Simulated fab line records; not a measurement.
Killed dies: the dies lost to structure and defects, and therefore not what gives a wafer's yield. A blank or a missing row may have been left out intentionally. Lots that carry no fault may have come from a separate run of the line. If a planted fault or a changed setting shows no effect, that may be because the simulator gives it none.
Split-lot study | flow sky130 | 5 lots, 14 wafers read, on a route of 708 steps

ON THE SPLIT
At SKY_METAL4_METAL_ETCH_18 (etches the open film in Cl2/BCl3, stops on SiO2, target depth 845 nm, time 183.1 s), the setting over_etch_frac was moved away from the recipe's 0.3 on 4 of the 14 wafers read, by +12.9% to +24.1%. For the rest of the wafers, this setting stayed at what the recipe calls for.

The reading is taken at the split's own step.

THE READING
KrF-thick_of_METAL4_COAT_08.thk_nm (the simulator's own value, which no gauge read), in nm, at SKY_METAL4_METAL_ETCH_18 (etches the open film in Cl2/BCl3, stops on SiO2, target depth 845 nm, time 183.1 s). The file gives no usual value for it. Across the 10 wafers here that went through the recipe, the average is 523.8 nm and the standard deviation 7.5 nm.

wafer  | tool, chamber at the split | over_etch_frac as run | against the recipe | KrF-thick_of_METAL4_COAT_08.thk_nm, nm | against lot-mates on the recipe
L074.1 | rie_metal-01, 0            | 0.3388                | +12.9%             | 500.8                                  | -13.6
L074.2 | rie_metal-01, 1            | 0.3388                | +12.9%             | 491.8                                  | -22.6
L074.3 | rie_metal-01, 1            | 0.3                   | recipe             | 512.4                                  | -
L074.4 | rie_metal-01, 0            | 0.3                   | recipe             | 516.4                                  | -
L074.5 | rie_metal-01, 0            | 0.3388                | +12.9%             | 504.6                                  | -9.8
L076.2 | rie_metal-04, 0            | 0.3                   | recipe             | 522.3                                  | -
L076.5 | rie_metal-04, 0            | 0.3                   | recipe             | 532.1                                  | -
L079.1 | rie_metal-04, 1            | 0.3                   | recipe             | 530.7                                  | -
L079.3 | rie_metal-04, 0            | 0.3                   | recipe             | 529.8                                  | -
L079.5 | rie_metal-04, 1            | 0.3                   | recipe             | 532.3                                  | -
L082.1 | rie_metal-01, 1            | 0.3                   | recipe             | 517.9                                  | -
L082.5 | rie_metal-01, 1            | 0.3                   | recipe             | 514.3                                  | -
L084.4 | rie_metal-04, 0            | 0.3                   | recipe             | 529.4                                  | -
L084.5 | rie_metal-04, 0            | 0.3723                | +24.1%             | 505.2                                  | -24.2

FIT RESULTS
A straight line over all 14 wafers: KrF-thick_of_METAL4_COAT_08.thk_nm changes by -1.24 nm for each +1% of over_etch_frac; r = -0.74; the points scatter about the line by 9.1 nm.
The same after taking each lot's own level away (the mean of its wafers on the recipe; 14 wafers): -1.08 nm for each +1%; r = -0.92; scatter 3.7 nm.
On that fit, the largest move of over_etch_frac shifts the reading by 26 nm.
Measured against the standard deviation above, the lots' own levels, which go from 514.40 to 530.93 nm, span 2.2 times it.
So the lot-to-lot level blurs the effect unless lot-mates are compared.
Check: for one of the wafers moved furthest among these (+24.1%), held out of the fit, the line's prediction against its lot-mates is -28.6 nm. It came out at -24.2 nm against them.
Tool readings at the split's step, against how far the setting was moved: oes_product_au r = -0.67.

THE WHOLE CHAIN: every reading that the file lists as answering this split, in the file's order
step                     | what it does                                                                       | reading                                                                             | change (the file's fit)              | r (the file's)
SKY_METAL4_METAL_ETCH_18 | etches the open film in Cl2/BCl3, stops on SiO2, target depth 845 nm, time 183.1 s | KrF-thick_of_METAL4_COAT_08.thk_nm (the simulator's own value, which no gauge read) | -1.08 nm for each +1% of the setting | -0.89
SKY_METAL4_STRIP_19      | strips in O2/N2                                                                    | strip_time_to_endpoint_s                                                            | withheld for each +1% of the setting | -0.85

THE FILE'S OWN FIT
KrF-thick_of_METAL4_COAT_08.thk_nm changes by -1.08 nm for each +1% of over_etch_frac, r = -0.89.
